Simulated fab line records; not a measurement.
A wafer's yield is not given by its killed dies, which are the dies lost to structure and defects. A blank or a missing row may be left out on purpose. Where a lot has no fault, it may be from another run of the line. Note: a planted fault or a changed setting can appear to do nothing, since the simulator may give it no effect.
Which tool did it? + flow sky130 + 33 wafers from 11 lots sampled at 3 of the route's 708 steps

WHAT THE GAUGES SHOWED, per wafer
SKY_GATE_OXIDE_THK_MEAS_02. Usual: GATE_OXIDE_OXIDATION_00_THK 10.28 nm, standard deviation 0.18.
| lot  | measured     | on            | GATE_OXIDE_OXIDATION_00_THK (nm) | flag |
|------|--------------|---------------|----------------------------------|------|
| L476 | day 12 23:18 | film-metro-02 | 10.07 10.24 10.19                |      |
| L477 | day 13 09:12 | film-metro-01 | 10.50 10.42 10.36                |      |
| L479 | day 14 04:29 | film-metro-02 | 10.11 10.01 9.89                 |      |
| L481 | day 14 22:05 | film-metro-01 | 10.31 10.19 10.23                |      |
| L484 | day 15 17:50 | film-metro-01 | 10.26 10.27 10.08                |      |
| L488 | day 17 08:13 | film-metro-03 | 5.83 5.83 5.85                   | OFF  |
| L489 | day 17 21:13 | film-metro-02 | 5.93 5.83 5.88                   | OFF  |
| L490 | day 17 16:55 | film-metro-01 | 6.08 5.97 5.87                   | OFF  |
| L491 | day 18 05:59 | film-metro-01 | 5.89 6.02 5.87                   | OFF  |
| L495 | day 19 19:10 | film-metro-03 | 10.47 10.59 10.25                |      |
| L497 | day 20 11:00 | film-metro-02 | 10.17 10.12 10.24                |      |

TOOL THAT RAN EACH LOT (tool first, then ch and the chambers of the sampled wafers, then the start)
| lot  | SKY_FIELD_ISO_ETCH_17           | SKY_GATE_OXIDE_OXIDATION_01   |
|------|---------------------------------|-------------------------------|
| L476 | rie-si-01 ch 0,1,2, day 2 09:41 | furnace-01 ch 0, day 12 21:53 |
| L477 | rie-si-01 ch 0,1,3, day 2 16:16 | furnace-02 ch 0, day 13 07:47 |
| L479 | rie-si-02 ch 0,1, day 3 02:43   | furnace-01 ch 0, day 14 03:04 |
| L481 | rie-si-02 ch 0,1,2, day 3 11:37 | furnace-01 ch 0, day 14 20:41 |
| L484 | rie-si-01 ch 1,2,3, day 4 02:55 | furnace-02 ch 0, day 15 16:25 |
| L488 | rie-si-01 ch 0,1,3, day 5 02:22 | furnace-01 ch 0, day 17 06:47 |
| L489 | rie-si-01 ch 0,2, day 5 07:20   | furnace-01 ch 0, day 17 19:49 |
| L490 | rie-si-02 ch 0,2, day 5 10:22   | furnace-01 ch 0, day 17 15:30 |
| L491 | rie-si-02 ch 0,1,2, day 5 16:13 | furnace-01 ch 0, day 18 04:34 |
| L495 | rie-si-01 ch 0,1,2, day 6 14:22 | furnace-02 ch 0, day 19 17:46 |
| L497 | rie-si-01 ch 0,1,2, day 6 22:17 | furnace-02 ch 0, day 20 09:35 |
- SKY_FIELD_ISO_ETCH_17: etches Si in HBr/Cl2/O2, target depth 342 nm, time 97.7 s.
- SKY_GATE_OXIDE_OXIDATION_01: stabilise 600 s, purge 300 s, target thk 10.268 nm.

WHAT THE TOOLS THEMSELVES READ (means of the sampled wafers that have a number; where no wafer has one, the mark that the record gives instead)
SKY_FIELD_ISO_ETCH_17. Usual: drypump-motor-current-A 5.8 A, standard deviation 0.48; oes-product-au 1.001 a.u., standard deviation 0.0084; throttle-valve-pct 25.656 %, standard deviation 0.0099.
| lot  | tool      | drypump-motor-current-A (A) | oes-product-au (a.u.) | throttle-valve-pct (%) | flag |
|------|-----------|-----------------------------|-----------------------|------------------------|------|
| L476 | rie-si-01 | 5.5                         | 0.996                 | 25.661                 |      |
| L477 | rie-si-01 | 5.8                         | 0.990                 | 25.664                 |      |
| L479 | rie-si-02 | 5.6                         | 1.006                 | 25.647                 |      |
| L481 | rie-si-02 | 5.7                         | 0.997                 | 25.662                 |      |
| L484 | rie-si-01 | 5.6                         | 1.008                 | 25.651                 |      |
| L488 | rie-si-01 | 5.8                         | 1.004                 | 25.650                 |      |
| L489 | rie-si-01 | 5.1                         | 1.000                 | 25.647                 |      |
| L490 | rie-si-02 | 5.6                         | 1.008                 | 25.651                 |      |
| L491 | rie-si-02 | 5.7                         | 0.997                 | 25.660                 |      |
| L495 | rie-si-01 | 5.5                         | 1.008                 | 25.652                 |      |
| L497 | rie-si-01 | 5.4                         | 1.000                 | 25.649                 |      |

SKY_GATE_OXIDE_OXIDATION_01. Usual: ox-temp-c 900.1 C, standard deviation 0.37; spike-tc-top-C 905.8 C, standard deviation 1.4; tube_center_temp_C_max 902.3, standard deviation 0.36; zone-power-top-pct 31.8 %, standard deviation 0.54.
| lot  | tool       | ox-temp-c (C) | spike-tc-top-C (C) | tube_center_temp_C_max | zone-power-top-pct (%) | flag |
|------|------------|---------------|--------------------|------------------------|------------------------|------|
| L476 | furnace-01 | 900.5         | 905.8              | 901.8                  | 31.5                   |      |
| L477 | furnace-02 | 899.6         | 906.6              | 902.3                  | 32.8                   |      |
| L479 | furnace-01 | 899.7         | 904.3              | 902.3                  | 31.7                   |      |
| L481 | furnace-01 | 900.3         | 905.8              | 902.3                  | 31.4                   |      |
| L484 | furnace-02 | 900.6         | 907.5              | 902.2                  | 32.7                   |      |
| L488 | furnace-01 | 900.0         | 906.3              | 902.3                  | 31.3                   |      |
| L489 | furnace-01 | 900.0         | 904.7              | 902.1                  | 31.8                   |      |
| L490 | furnace-01 | 900.2         | 904.4              | 902.1                  | 31.6                   |      |
| L491 | furnace-01 | 899.9         | 906.0              | 902.1                  | 31.7                   |      |
| L495 | furnace-02 | 900.2         | 907.7              | 902.2                  | 32.5                   |      |
| L497 | furnace-02 | 900.3         | 908.3              | 902.5                  | 32.4                   |      |

THE ANSWER, worked out from the rows above alone
Rule: take the mean of a lot's wafers that have a number; if it is more than 3 standard deviations from the usual mean, the lot is off. A lot without any number at a reading at which 4 lots or more have one is off too. Where the step has rows for the other lots, those lots are counted as sound. The gauges are gone through in route order, then the tools' own readings, and for those a lot's mean is taken as printed above. At the first step where some lot is off, the reading lying furthest off is the one used; lots without a number count as furthest.
Off: L488, L489, L490, L491, at SKY_GATE_OXIDE_THK_MEAS_02 (GATE_OXIDE_OXIDATION_00_THK).
If a tool, at a process step before that reading, ran all the lots that are off and no sound lot after the first of them, it fits. The gauges at SKY_GATE_OXIDE_THK_MEAS_02 are tried like those tools. One candidate fits, namely furnace-01 at SKY_GATE_OXIDE_OXIDATION_01. Its last sound lot is L481 (day 14 20:41), its first lot that is off L488 (day 17 06:47): a fault that began between those two fits.

WHAT WAS PUT IN BY THE SIMULATOR
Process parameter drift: furnace-01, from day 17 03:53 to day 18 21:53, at SKY_GATE_OXIDE_OXIDATION_01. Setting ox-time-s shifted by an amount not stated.
Shown lots that were struck: L488, L490, L489, L491. The same result came from the rule above.
